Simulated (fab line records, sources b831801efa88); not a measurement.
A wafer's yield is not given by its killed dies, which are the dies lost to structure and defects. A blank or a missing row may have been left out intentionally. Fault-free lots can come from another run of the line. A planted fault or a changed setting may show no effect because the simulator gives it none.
Chamber matching || flow gf180mcu || rie_diel-04 running GF_SAB_ETCH_11: 4 sister chambers
The step etches SiO2 in C4F8/O2/Ar, target depth 55 nm, time 8.5 s. 14 wafers are shown with their chamber, then 7 later ones without.

== WAFERS PAIRED WITH THEIR CHAMBERS ==
{"wafer": "L902.1", "chamber": 3, "oes_product_au (a.u.)": 0.989, "rf_fwd_power_W (W)": 1472}
{"wafer": "L902.4", "chamber": 2, "oes_product_au (a.u.)": 1.011, "rf_fwd_power_W (W)": 1479}
{"wafer": "L902.6", "chamber": 0, "oes_product_au (a.u.)": 1.006, "rf_fwd_power_W (W)": 1466}
{"wafer": "L905.1", "chamber": 1, "oes_product_au (a.u.)": 0.976, "rf_fwd_power_W (W)": 1480}
{"wafer": "L905.2", "chamber": 0, "oes_product_au (a.u.)": 1.007, "rf_fwd_power_W (W)": 1469}
{"wafer": "L905.6", "chamber": 0, "oes_product_au (a.u.)": 0.996, "rf_fwd_power_W (W)": 1465}
{"wafer": "L907.1", "chamber": 3, "oes_product_au (a.u.)": 0.984, "rf_fwd_power_W (W)": 1462}
{"wafer": "L907.5", "chamber": 2, "oes_product_au (a.u.)": 1.006, "rf_fwd_power_W (W)": 1471}
{"wafer": "L907.6", "chamber": 1, "oes_product_au (a.u.)": 0.981, "rf_fwd_power_W (W)": 1467}
{"wafer": "L910.3", "chamber": 3, "oes_product_au (a.u.)": 0.993, "rf_fwd_power_W (W)": 1465}
{"wafer": "L910.5", "chamber": 0, "oes_product_au (a.u.)": 1.002, "rf_fwd_power_W (W)": 1466}
{"wafer": "L910.6", "chamber": 1, "oes_product_au (a.u.)": 0.986, "rf_fwd_power_W (W)": 1474}
{"wafer": "L918.2", "chamber": 1, "oes_product_au (a.u.)": 0.987, "rf_fwd_power_W (W)": 1482}
{"wafer": "L918.3", "chamber": 2, "oes_product_au (a.u.)": 0.995, "rf_fwd_power_W (W)": 1469}

SIGNATURES (means of the wafers above)
{"reading": "oes_product_au", "chamber 0": 1.00275, "chamber 1": 0.98250, "chamber 2": 1.00400, "chamber 3": 0.98867, "scatter within a chamber": 0.00571}
{"reading": "rf_fwd_power_W", "chamber 0": 1466.50, "chamber 1": 1475.75, "chamber 2": 1473.00, "chamber 3": 1466.33, "scatter within a chamber": 5.04}
Rule: for each reading, subtract the chamber's mean from the wafer's reading, divide by that reading's scatter and square the result; add these up over the readings and take the root, which gives the wafer's distance from the chamber. The wafer belongs to the nearest chamber; if the next one is less than 2 further off, it can't be placed. The scatter is the square root of a quotient: the sum, over the shown wafers, of each reading's squared deviation from its chamber's mean, divided by wafers minus chambers.

== WAFERS WITHOUT THEIR CHAMBER ==
{"wafer": "L918.4", "oes_product_au (a.u.)": 0.991, "rf_fwd_power_W (W)": 1476}
{"wafer": "L919.2", "oes_product_au (a.u.)": 0.993, "rf_fwd_power_W (W)": 1477}
{"wafer": "L919.3", "oes_product_au (a.u.)": 0.998, "rf_fwd_power_W (W)": 1470}
{"wafer": "L919.5", "oes_product_au (a.u.)": 0.990, "rf_fwd_power_W (W)": 1477}
{"wafer": "L921.1", "oes_product_au (a.u.)": 0.999, "rf_fwd_power_W (W)": 1475}
{"wafer": "L921.2", "oes_product_au (a.u.)": 0.977, "rf_fwd_power_W (W)": 1457}
{"wafer": "L921.4", "oes_product_au (a.u.)": 0.988, "rf_fwd_power_W (W)": 1462}

== CHAMBER TAKEN BY EACH ==
{"wafer": "L918.4", "from the rows above": "can't be placed: 1 or 3 or 2 or 0", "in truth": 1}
{"wafer": "L919.2", "from the rows above": "can't be placed: 1 or 2 or 3 or 0", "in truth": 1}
{"wafer": "L919.3", "from the rows above": "can't be placed: 0 or 2 or 3 or 1", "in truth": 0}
{"wafer": "L919.5", "from the rows above": "can't be placed: 1 or 3 or 2 or 0", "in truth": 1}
{"wafer": "L921.1", "from the rows above": "can't be placed: 2 or 0 or 3 or 1", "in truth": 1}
{"wafer": "L921.2", "from the rows above": "can't be placed: 3 or 1", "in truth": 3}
{"wafer": "L921.4", "from the rows above": "can't be placed: 3 or 0", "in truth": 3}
Correctly placed: 0 of 7. These rows do not allow placing 7 (true chamber among the candidates in 7). Wrongly placed: 0.
